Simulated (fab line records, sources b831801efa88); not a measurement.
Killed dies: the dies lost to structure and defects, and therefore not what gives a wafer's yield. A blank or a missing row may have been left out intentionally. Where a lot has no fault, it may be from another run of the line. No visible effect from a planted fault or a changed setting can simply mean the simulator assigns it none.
A struck lot beside a sound one -- flow gf180mcu -- 17 steps out of a route of 602
Sound: these wafers, L767.2, L767.4, L767.6. Struck: wafer L776.3; the same lot's L776.1 was not struck, so it is left out; see the end for the cause.
Each step with rows lists, per side, the tool, then ch with its chambers, then its first start. Under that, the readings that differ: sound wafers -- struck wafers -- difference of the means -- sigmas: that difference in standard deviations of wafers without a fault.
alike: readings whose means differ by less than 2 such deviations, and words and numbers that are the same on both sides. not compared: withheld readings, readings that some wafer has no value for, bounds like >300 that may hide the same value, and numbers for which the record gives no deviation and whose values overlap.
The two part at a step that has a row with sigmas, a row that says differs or no value, or rows on one side only. Numbers that don't overlap but have no deviation are shown without sigmas and don't part them. A reading missing from all wafers of one side parts the sides only when that side holds two or more wafers.

first, 6 steps without rows for these wafers: GF_PSD_HMDS_01 (prime time 60 s); GF_PSD_COAT_02 (resist thk 1000 nm); GF_PSD_SOFTBAKE_03 (time 60 s); GF_PSD_EXPOSE_04 (exposes mask Pplus, target cd 400 nm); GF_PSD_PEB_05; GF_PSD_DEVELOP_06 (develop time 60 s).
GF_PSD_CD_MEAS_07 targets a cd of 400 nm.
  struck on cd sem-02, day 20 09:32; sound on cd sem-01, day 17 13:03
  alike: cd nm
GF_PSD_OVL_MEAS_08:
  struck on overlay-01, day 20 09:39; sound on overlay-01, day 17 13:09
  alike: PSD_OVL
after that, 1 step had no rows for these wafers: GF_PSD_IMPLANT_09.
GF_PSD_STRIP_10: strips in O2/N2.
  sound on plasma asher-04 ch 0,1, day 17 13:20; struck on plasma asher-02 ch 0, day 20 09:50
  alike: drypump motor current A, heater power w, oes product au, strip time to endpoint s
  not compared: rf hours counter h
GF_PSD_TW_MEAS_11:
  struck on film metro-01, day 20 09:56; sound on film metro-02, day 17 13:26
  alike: PSD_TW
then, 1 step without rows for these wafers: GF_PSD_CLEAN_12 (cleans in SC1/SC2, time 150 s).
GF_PSD_RTA_13: time 20 s.
  sound on rtp anneal-01 ch 0, day 17 13:34; struck on rtp anneal-01 ch 0, day 20 10:02
reading,sound,struck,difference,sigmas
run length s (s),48.5 48.7 48.5,43.7,-4.9,-6
  alike: lamp power pct, wafer_temp_C_max
GF_PSD_RS_MEAS_14: a four-point-probe measurement.
  struck on film metro-02, day 20 10:08; sound on film metro-01, day 17 13:39
reading,sound,struck,difference,sigmas
NSD_RS (ohm/sq),46.04 46.12 46.07,47.68,+1.60,+18
GF_PSD_RS_MEAS_15: a four-point-probe measurement.
  struck on film metro-02, day 20 10:15; sound on film metro-01, day 17 13:46
reading,sound,struck,difference,sigmas
PSD_RS (ohm/sq),108.49 108.98 108.66,112.88,+4.17,+14
GF_SAB_CVD_00: deposits SiO2 from TEOS, target thk 50 nm, time 4.9302 s.
  sound on pecvd-04 ch 0,1,2, day 17 13:52; struck on pecvd-04 ch 0, day 20 10:22
  alike: heater power w
GF_PASSIVATION_PROBE_99:
  sound wafers here have rows in the record (prober-02, day 31 21:31); struck ones have none

== WHERE THEY PART ==
First at GF_PSD_RTA_13; last, within this record, at GF_PASSIVATION_PROBE_99.

WHY: whatever the simulator had introduced
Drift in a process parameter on rtp anneal-01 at GF_PSD_RTA_13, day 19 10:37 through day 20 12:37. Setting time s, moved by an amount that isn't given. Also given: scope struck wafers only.
